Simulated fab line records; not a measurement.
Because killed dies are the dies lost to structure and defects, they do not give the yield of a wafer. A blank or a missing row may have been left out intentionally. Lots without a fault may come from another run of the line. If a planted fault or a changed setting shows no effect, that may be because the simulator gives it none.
8D (eight disciplines) problem report, filled in by code :: flow sfq line :: the parts of the form that need people (team, actions taken, sign-off) are left out

== 1. WHAT WENT WRONG ==
Mean of thk nm at SFQ_TRILAYER_I0_METRO_MEASURE_029: 149.1 nm across 2 wafers in 2 lots; on wafers with no fault it is 200.0 nm (standard deviation 1). Relative to the usual mean, that is a shift of -51 standard deviations.
First observed at day 7 20:15: wafer L813.6, on film metro-04. At this step, 42 wafers from 14 lots have a number in the record. Rule for "out" (also "out of limits"): further than 4 standard deviations from the usual mean. The other wafers with a number count as sound.

== 2. WHAT IT IS AND WHAT IT IS NOT ==
question: which readings at this step
is: thk nm
is not: -

question: which lots
is: L813, L814
is not: L809, L810, L811, L812, L824, L825, L826, L827, L828, L829, L830, L831

question: which wafers of those lots
is: L813.6, L814.2
is not: L813.3, L813.5, L814.3, L814.5

question: read on which tools
is: film metro-01, film metro-04
is not: film metro-02

question: when
is: from day 7 20:15
is not: up to then (14 sound wafers); but 26 sound wafers of L814, L824, L825, L826, L827, L828, L829, L830, L831 came after

== 3. WHAT RULES OUT EACH SUSPECT ==
Counting: a tool at a process step up to the reading stays a suspect if it ran every lot that is out. Sound lots after the first of them don't rule it out here, since some wafers of a struck lot are sound.
- cmp-01 at SFQ_TRILAYER_I0_CMP_CMP_028 (polishes SiO2): kept. It processed each lot that is out (first: L813, day 7 18:14); up to then, its last sound lot is L812 (day 7 07:44).
- Within cmp-01 at SFQ_TRILAYER_I0_CMP_CMP_028: the wafers that are out ran in chamber 0; their sound lot-mates ran in chambers 2, 3.
Remaining after the count: cmp-01 at SFQ_TRILAYER_I0_CMP_CMP_028.

== 4. THE CAUSE (what the simulator had put in) ==
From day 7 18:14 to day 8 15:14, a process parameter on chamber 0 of cmp-01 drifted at SFQ_TRILAYER_I0_CMP_CMP_028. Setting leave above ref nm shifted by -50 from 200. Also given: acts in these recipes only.
The count eliminated every tool but this one.

== 5. THE EFFECT CHAIN, in route order ==
Rows list readings where the struck wafers' mean (over those with a number) sits beyond 3 standard deviations from the usual. Scope: only readings with a usual standard deviation given in the record; hours: median across lots of the time from each lot's start at the first step in this table that gives one to its start at this step; sigmas: change in usual standard deviations.
hours: 0
step: SFQ_TRILAYER_I0_METRO_MEASURE_029
reading: thk nm
usual: 200.0 nm
on struck wafers: 149.1
change: -50.9
sigmas: -51

hours: 50
step: SFQ_TRILAYER_I0_VIA_ETCH_VIA_ETCH_034
reading: oes product au
usual: 0.854 a.u.
on struck wafers: 0.736
change: -0.118
sigmas: -25
Here are the process steps it includes:
- SFQ_TRILAYER_I0_METRO_MEASURE_029
- SFQ_TRILAYER_I0_VIA_ETCH_VIA_ETCH_034: etches SiO2 in CHF3, stops on Nb, target depth 260 nm.
Later measuring or inspecting steps at which every struck wafer that the step has a row for has a number for every such reading, and none has moved that far: SFQ_I0_OVL_MEAS_908.

== 6. HOW IT WOULD HAVE BEEN CAUGHT EARLIER ==
In this record the first reading out of limits was taken at day 7 20:15, 2 hours after the fault began at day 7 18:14.
No tool reading at SFQ_TRILAYER_I0_CMP_CMP_028 that has a usual standard deviation in the record was out on any struck wafer, so an alarm limit of 4 standard deviations on those readings would not have fired.
By day 7 20:15, every lot that is out (2) had started SFQ_TRILAYER_I0_CMP_CMP_028 on cmp-01. Holding the tool at that point would not have protected any of them.
